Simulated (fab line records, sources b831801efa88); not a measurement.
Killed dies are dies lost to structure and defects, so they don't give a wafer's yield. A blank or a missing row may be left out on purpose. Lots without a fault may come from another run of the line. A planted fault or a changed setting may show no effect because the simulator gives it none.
A struck lot beside a sound one | flow gf180mcu | 16 steps out of a route of 602
Sound: wafers L317.2, L317.3, L317.6. Struck: wafers L327.4, L327.5. The cause comes at the end.
At each step with rows: each side's tool, then ch and its chambers, then its first start. Under that, the readings that differ: sound wafers | struck wafers | difference of the means | sigmas: that difference in standard deviations of wafers without a fault.
alike: readings whose means differ by less than 2 such deviations, and words and numbers that are the same on both sides. not compared: withheld readings, readings that some wafer has no value for, bounds like >300 that may hide the same value, and numbers for which the record gives no deviation and whose values overlap.
The two part at a step that has a row with sigmas, a row that says differs or no value, or rows on one side only. Numbers that don't overlap but have no deviation are shown without sigmas and don't part them. A reading that every wafer of one side lacks parts them only if that side has two wafers or more.

GF_M2_SPUTTER_04: material TiN, target thk 50 nm, time 41.7 s.
  sound on pvd_sputter-03, day 20 22:46; struck on pvd_sputter-01, day 24 05:07
  alike: throttle_valve_pct
GF_M2_RS_MEAS_05: measures by four-point-probe.
  sound on film_metro-02, day 20 22:50; struck on film_metro-02, day 24 05:13
  alike: M2_ALCU_RS
GF_M2_THK_MEAS_06: measures by xrf.
  sound on film_metro-02, day 20 22:56; struck on film_metro-02, day 24 05:19
  alike: M2_ALCU_THK
then, 7 steps without rows for these wafers: GF_M2_DEHYDRATE_07 (time 60 s); GF_M2_HMDS_08 (prime time 60 s); GF_M2_COAT_09 (resist thk 1000 nm); GF_M2_SOFTBAKE_10 (time 60 s); GF_M2_EXPOSE_11 (exposes mask Metal2, target cd 280 nm); GF_M2_PEB_12 (peb time 90 s); GF_M2_DEVELOP_13 (develop time 60 s).
GF_M2_CD_MEAS_14: target cd 280 nm.
  sound on cd_sem-02, day 21 22:27; struck on cd_sem-01, day 25 02:47
  alike: cd_nm
GF_M2_OVL_MEAS_15:
  sound on overlay-02, day 21 22:34; struck on overlay-02, day 25 02:52
  alike: M2_OVL
GF_M2_METAL_ETCH_16: etches the open film in Cl2/BCl3, stops on SiO2, target depth 750.8 nm, time 125.1 s.
  sound on rie_metal-02 ch 0,1, day 21 22:35; struck on rie_metal-02 ch 0,1, day 25 02:56
  reading                             | sound                | struck        | difference | sigmas
  oes_product_au (a.u.)               | 0.981 0.997 0.996    | 0.909 0.881   | -0.096     | -14
  throttle_valve_pct (%)              | 28.230 28.214 28.231 | 28.313 28.346 | +0.104     | +10
  model.KrF_of_M2_COAT_09.thk_nm (nm) | 683 675.3 671.6      | 730.5 742.7   | +60.0      |
  alike: drypump_motor_current_A
  not compared: rf_hours_counter_h
GF_M2_STRIP_17: strips in O2/N2.
  sound on plasma_asher-03 ch 0,1, day 21 22:43; struck on plasma_asher-02 ch 1, day 25 03:03
  reading                      | sound             | struck      | difference | sigmas
  drypump_motor_current_A (A)  | 6.7 6.7 6.6       | 5.7 5.8     | -0.9       | -2
  oes_product_au (a.u.)        | 0.535 0.529 0.533 | 0.556 0.565 | +0.028     | +6
  strip_time_to_endpoint_s (s) | 7.38 7.27 7.26    | 7.83 7.95   | +0.59      | +9
  alike: heater_power_w
  not compared: rf_hours_counter_h
then, 1 step without rows for these wafers: GF_M2_STRIP_18 (strips in post etch residue remover, time 1200 s).
-- the record jumps here: 9 days lie between the struck wafers' starts before and after (it left off in module M2 and takes up again in module PASSIVATION, whose first step shown is number 602 of the route) --
GF_PASSIVATION_PROBE_99:
  sound on prober-01, day 31 02:34; struck on prober-01, day 34 07:41
  not compared: model.etest.met2_comb.leak_log10_a_um

WHERE THEY PART
First at GF_M2_METAL_ETCH_16; last, within this record, at GF_M2_STRIP_17.

WHY: what the simulator had put in
Process parameter drift: rie_metal-02, from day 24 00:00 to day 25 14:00, at GF_M2_METAL_ETCH_16. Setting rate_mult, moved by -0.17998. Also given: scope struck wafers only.
